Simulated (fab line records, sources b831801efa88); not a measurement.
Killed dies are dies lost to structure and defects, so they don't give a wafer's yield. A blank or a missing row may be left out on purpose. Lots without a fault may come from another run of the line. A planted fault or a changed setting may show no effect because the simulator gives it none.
A struck lot beside a sound one | flow sky130 | 30 steps out of a route of 708
Sound: wafers L853.3, L853.5, L853.6. Struck: wafers L864.1, L864.2, L864.5. The cause comes at the end.
At each step with rows: each side's tool, then ch and its chambers, then its first start. Under that, the readings that differ: sound wafers | struck wafers | difference of the means | sigmas: that difference in standard deviations of wafers without a fault.
alike: readings whose means differ by less than 2 such deviations, and words and numbers that are the same on both sides. not compared: withheld readings, readings that some wafer has no value for, bounds like >300 that may hide the same value, and numbers for which the record gives no deviation and whose values overlap.
The two part at a step that has a row with sigmas, a row that says differs or no value, or rows on one side only. Numbers that don't overlap but have no deviation are shown without sigmas and don't part them. A reading that every wafer of one side lacks parts them only if that side has two wafers or more.

first, 5 steps without rows for these wafers: SKY_SONOS_ONO_COAT_08 (resist thk 1140 nm); SKY_SONOS_ONO_SOFTBAKE_09 (time 60 s); SKY_SONOS_ONO_EXPOSE_10 (exposes mask ONOM, target cd 410 nm); SKY_SONOS_ONO_PEB_11; SKY_SONOS_ONO_DEVELOP_12 (develop time 60 s).
SKY_SONOS_ONO_CD_MEAS_13: target cd 410 nm.
  sound on cd_sem-02, day 14 02:09; struck on cd_sem-02, day 17 17:08
  alike: cd_nm
SKY_SONOS_ONO_OVL_MEAS_14:
  sound on overlay-02, day 14 02:14; struck on overlay-02, day 17 17:15
  alike: SONOS_ONO_OVL
SKY_SONOS_ONO_ETCH_15: etches the open film in CHF3/O2, target depth 19.52 nm, time 7.8 s.
  sound on rie_diel-04 ch 0,1,3, day 14 02:16; struck on rie_diel-04 ch 0,1,2, day 17 17:17
  alike: chf3_flow_sccm, drypump_motor_current_A, oes_product_au, throttle_valve_pct
  not compared: rf_hours_counter_h
then, 1 step without rows for these wafers: SKY_SONOS_ONO_WET_ETCH_16 (etches SiO2 in dHF, target depth 14 nm, time 280 s).
SKY_SONOS_ONO_STRIP_17: strips in O2/N2.
  sound on plasma_asher-02 ch 0,1, day 14 02:25; struck on plasma_asher-04 ch 0,1, day 17 17:24
  reading                     | sound       | struck      | difference | sigmas
  drypump_motor_current_A (A) | 5.2 5.2 5.2 | 6.0 6.4 6.4 | +1.1       | +2
  alike: oes_product_au, strip_time_to_endpoint_s
  not compared: rf_hours_counter_h
then, 2 steps without rows for these wafers: SKY_SONOS_ONO_WET_ETCH_18 (etches Si3N4 in H3PO4, target depth 15 nm, time 172 s); SKY_GATE_OXIDE_CLEAN_00 (cleans in SC1/SC2, time 150 s).
SKY_GATE_OXIDE_OXIDATION_01: stabilise 600 s, purge 300 s, target thk 10.268 nm.
  sound on furnace-01 ch 0, day 14 04:02; struck on furnace-01 ch 0, day 17 18:27
  reading                                           | sound             | struck               | difference | sigmas
  ox_time_s (s)                                     | 1473 1473 1473    | 1973.8 1973.8 1973.8 | +500.8     |
  model.SiO2_of_GATE_OXIDE_OXIDATION_01.thk_nm (nm) | 10.51 10.64 10.37 | 12.75 12.72 12.87    | +2.27      |
  alike: spike_tc_upper_C, tube_center_temp_C, zone_power_top_pct
SKY_GATE_OXIDE_THK_MEAS_02:
  sound on film_metro-03, day 14 05:28; struck on film_metro-02, day 17 19:52
  reading                          | sound             | struck            | difference | sigmas
  GATE_OXIDE_OXIDATION_00_THK (nm) | 10.54 10.63 10.36 | 12.73 12.69 12.83 | +2.24      | +14
then, 7 steps without rows for these wafers: SKY_GATE_OXIDE_DEHYDRATE_03 (time 60 s); SKY_GATE_OXIDE_HMDS_04 (prime time 60 s); SKY_GATE_OXIDE_COAT_05 (resist thk 1140 nm); SKY_GATE_OXIDE_SOFTBAKE_06 (time 60 s); SKY_GATE_OXIDE_EXPOSE_07 (exposes mask LVOM, target cd 600 nm); SKY_GATE_OXIDE_PEB_08; SKY_GATE_OXIDE_DEVELOP_09 (develop time 60 s).
SKY_GATE_OXIDE_OVL_MEAS_10:
  sound on overlay-02, day 15 09:10; struck on overlay-01, day 19 01:35
  alike: GATE_OXIDE_OVL
then, 2 steps without rows for these wafers: SKY_GATE_OXIDE_IMPLANT_11; SKY_GATE_OXIDE_WET_ETCH_12 (etches SiO2 in dHF, target depth 16.8 nm, time 336 s).
SKY_GATE_OXIDE_STRIP_13: strips in O2/N2.
  sound on plasma_asher-03 ch 0,1, day 15 09:29; struck on plasma_asher-02 ch 0,1, day 19 01:52
  reading                      | sound             | struck            | difference | sigmas
  strip_time_to_endpoint_s (s) | 14.29 14.30 14.30 | 14.12 14.16 14.15 | -0.15      | -3
  alike: drypump_motor_current_A, oes_product_au
  not compared: rf_hours_counter_h
SKY_GATE_OXIDE_TW_MEAS_14:
  sound on film_metro-01, day 15 09:34; struck on film_metro-03, day 19 01:58
  reading       | sound             | struck            | difference | sigmas
  GATE_OXIDE_TW | 218.9 219.3 219.2 | 226.6 225.8 226.5 | +7.2       | +3
then, 1 step without rows for these wafers: SKY_GATE_OXIDE_CLEAN_15 (cleans in SC1/SC2, time 150 s).
SKY_GATE_OXIDE_OXIDATION_16: stabilise 600 s, purge 300 s, target thk 3.57 nm.
  sound on furnace-01 ch 0, day 15 10:30; struck on furnace-01 ch 0, day 19 02:14
  reading                                           | sound          | struck            | difference | sigmas
  model.SiO2_of_GATE_OXIDE_OXIDATION_01.thk_nm (nm) | 11.89 12 11.76 | 13.96 13.92 14.08 | +2.10      |
  alike: ox_time_s, spike_tc_upper_C, tube_center_temp_C, zone_power_top_pct
then, 1 step without rows for these wafers: SKY_POLY_GATE_CVD_00 (deposits poly-Si, target thk 180 nm, time 720 s).
-- the record jumps here: 31 days lie between the struck wafers' starts before and after (it left off in module POLY_GATE and takes up again in module PAD_OPEN, whose first step shown is number 708 of the route) --
SKY_PAD_OPEN_PROBE_99:
  sound on prober-02, day 47 10:44; struck on prober-01, day 49 21:23
  reading                                | sound                         | struck                        | difference | sigmas
  model.etest.nfet_16v.r_on_ohm_um       | 1.422e+04 1.443e+04 1.454e+04 | 1.523e+04 1.534e+04 1.547e+04 | +9.500e+02 |
  model.etest.tip_sonos.rs_ohm_sq        | 2807 2809 2702                | 3429 3449 3462                | +674       |
  model.etest.pfet_g5v0d10v5.r_on_ohm_um | 4785 4820 4733                | 5226 5136 5280                | +435       |
  model.etest.nfet_g5v0d10v5.r_on_ohm_um | 1876 1910 1876                | 2087 2059 2112                | +199       |
  model.etest.nfet_g5v0d10v5.drive_ua_um | 595.9 589.3 601.9             | 505.7 510 505                 | -88.8      |
  model.etest.nfet_05v0_nvt.drive_ua_um  | 564.6 564.1 568               | 493.5 494.1 491.1             | -72.7      |
  model.etest.pfet_g5v0d10v5.drive_ua_um | 341.1 338 340.9               | 298.3 295.4 295.1             | -43.7      |
  alike: killed_at_M0_to_M3, killed_at_M4_up, killed_at_contacts, killed_at_front_end, killed_at_other, killed_dies, killed_open, killed_short
  not compared: model.etest.pfet_16v.r_on_ohm_um

WHERE THEY PART
First at SKY_SONOS_ONO_STRIP_17; last, within this record, at SKY_GATE_OXIDE_TW_MEAS_14. Later steps at which nothing parts them and some readings are alike: SKY_GATE_OXIDE_OXIDATION_16, SKY_PAD_OPEN_PROBE_99.

WHY: what the simulator had put in
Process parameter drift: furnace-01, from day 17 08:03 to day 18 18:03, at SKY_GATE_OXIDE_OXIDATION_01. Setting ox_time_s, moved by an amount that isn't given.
